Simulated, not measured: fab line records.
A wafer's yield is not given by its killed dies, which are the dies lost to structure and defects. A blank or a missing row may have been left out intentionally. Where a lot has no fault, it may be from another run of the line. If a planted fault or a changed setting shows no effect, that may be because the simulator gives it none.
Shared-tool check + flow sky130 + 27 wafers sampled across 9 lots

WHAT PROMPTED THE OPENING
2 of 9 lots carry a flag on the reading SD_N_OVL at SKY_SD_N_OVL_MEAS_08. Fault-free wafers read 0.4 nm, with a standard deviation of 1.5.
Rule: a lot gets a flag if all its wafers with a number sit over 4 standard deviations from that mean, or if no wafer of it has a number. As for the other lots, they are considered sound.

| lot  | measured     | on         | SD_N_OVL (nm), wafer by wafer | flag    |
|------|--------------|------------|-------------------------------|---------|
| L287 | day 28 18:08 | overlay-01 | 0.4 0.4 0.0                   |         |
| L289 | day 29 11:49 | overlay-01 | 0.5 2.5 -1.0                  |         |
| L286 | day 29 12:14 | overlay-02 | 0.1 0.2 -1.2                  |         |
| L288 | day 29 12:59 | overlay-01 | 3.0 3.2 2.2                   |         |
| L290 | day 29 14:23 | overlay-02 | 1.2 -0.4 1.7                  |         |
| L296 | day 31 09:50 | overlay-01 | 214.0 213.3 213.4             | FLAGGED |
| L295 | day 31 10:44 | overlay-02 | 213.6 212.7 213.2             | FLAGGED |
| L301 | day 33 22:35 | overlay-01 | 2.0 1.8 1.1                   |         |
| L303 | day 34 09:53 | overlay-01 | 2.1 3.4 3.6                   |         |
The numbers of the flagged lots are 213.4 nm on average: +213.0 nm against the usual, or +99 or more standard deviations.

LOT BY LOT: THE TOOL USED
The record holds 2 process steps before the reading, out of a route of 708 steps. Every cell lists first the tool, next ch and the chambers used by the sampled wafers, and last the start.
| lot  | flag    | SKY_POLY_CUT_STRIP_12               | SKY_SD_N_EXPOSE_04                 |
|------|---------|-------------------------------------|------------------------------------|
| L287 |         | plasmaAsher-03 ch 0,1, day 25 03:14 | ilineStepper-01 ch 0, day 28 03:29 |
| L289 |         | plasmaAsher-01 ch 0,1, day 25 22:21 | ilineStepper-02 ch 0, day 28 21:29 |
| L286 |         | plasmaAsher-01 ch 0,1, day 25 22:49 | ilineStepper-01 ch 0, day 28 21:46 |
| L288 |         | plasmaAsher-02 ch 0,1, day 25 22:50 | ilineStepper-02 ch 0, day 28 22:56 |
| L290 |         | plasmaAsher-03 ch 0,1, day 25 23:57 | ilineStepper-02 ch 0, day 29 00:17 |
| L296 | FLAGGED | plasmaAsher-03 ch 0,1, day 27 21:48 | ilineStepper-02 ch 0, day 30 20:05 |
| L295 | FLAGGED | plasmaAsher-02 ch 0,1, day 27 21:52 | ilineStepper-02 ch 0, day 30 20:53 |
| L301 |         | plasmaAsher-03 ch 0,1, day 30 13:56 | ilineStepper-01 ch 0, day 33 09:56 |
| L303 |         | plasmaAsher-02 ch 0,1, day 30 23:41 | ilineStepper-01 ch 0, day 33 20:26 |
What these steps do:
- SKY_POLY_CUT_STRIP_12: strips in O2/N2.
- SKY_SD_N_EXPOSE_04: exposes mask NSDM, target cd 380 nm.
- SKY_SD_N_OVL_MEAS_08

FLAGGED OVER TOTAL, TOOL BY TOOL (the gauges that took the reading come last)
| step                  | tool            | lots run | flagged | share of the flagged lots | sound lots run after its first flagged lot |
|-----------------------|-----------------|----------|---------|---------------------------|--------------------------------------------|
| SKY_POLY_CUT_STRIP_12 | plasmaAsher-01  | 2        | 0       | none                      | -                                          |
| SKY_POLY_CUT_STRIP_12 | plasmaAsher-02  | 3        | 1       | some                      | 1 (L303)                                   |
| SKY_POLY_CUT_STRIP_12 | plasmaAsher-03  | 4        | 1       | some                      | 1 (L301)                                   |
| SKY_SD_N_EXPOSE_04    | ilineStepper-01 | 4        | 0       | none                      | -                                          |
| SKY_SD_N_EXPOSE_04    | ilineStepper-02 | 5        | 2       | all                       | 0                                          |
| SKY_SD_N_OVL_MEAS_08  | overlay-01      | 6        | 1       | some                      | 2 (L301,L303)                              |
| SKY_SD_N_OVL_MEAS_08  | overlay-02      | 3        | 1       | some                      | 0                                          |

THE TABLE: WHAT IT ALLOWS
1 row of the table ran every flagged lot: ilineStepper-02 at SKY_SD_N_EXPOSE_04.
- ilineStepper-02 at SKY_SD_N_EXPOSE_04: 2 of its 5 lots flagged. It ran its last sound lot, L290, at day 29 00:17 and its first flagged lot, L296, at day 30 20:05: a fault with its onset between the two fits.
Left over: one tool, ilineStepper-02 at SKY_SD_N_EXPOSE_04.

WHAT WAS PUT IN BY THE SIMULATOR
Scanner matching overlay: ilineStepper-02, from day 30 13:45 on, at SKY_SD_N_EXPOSE_04. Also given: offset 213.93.
Struck lots among those shown: L296, L295. Same finding as the rule above.
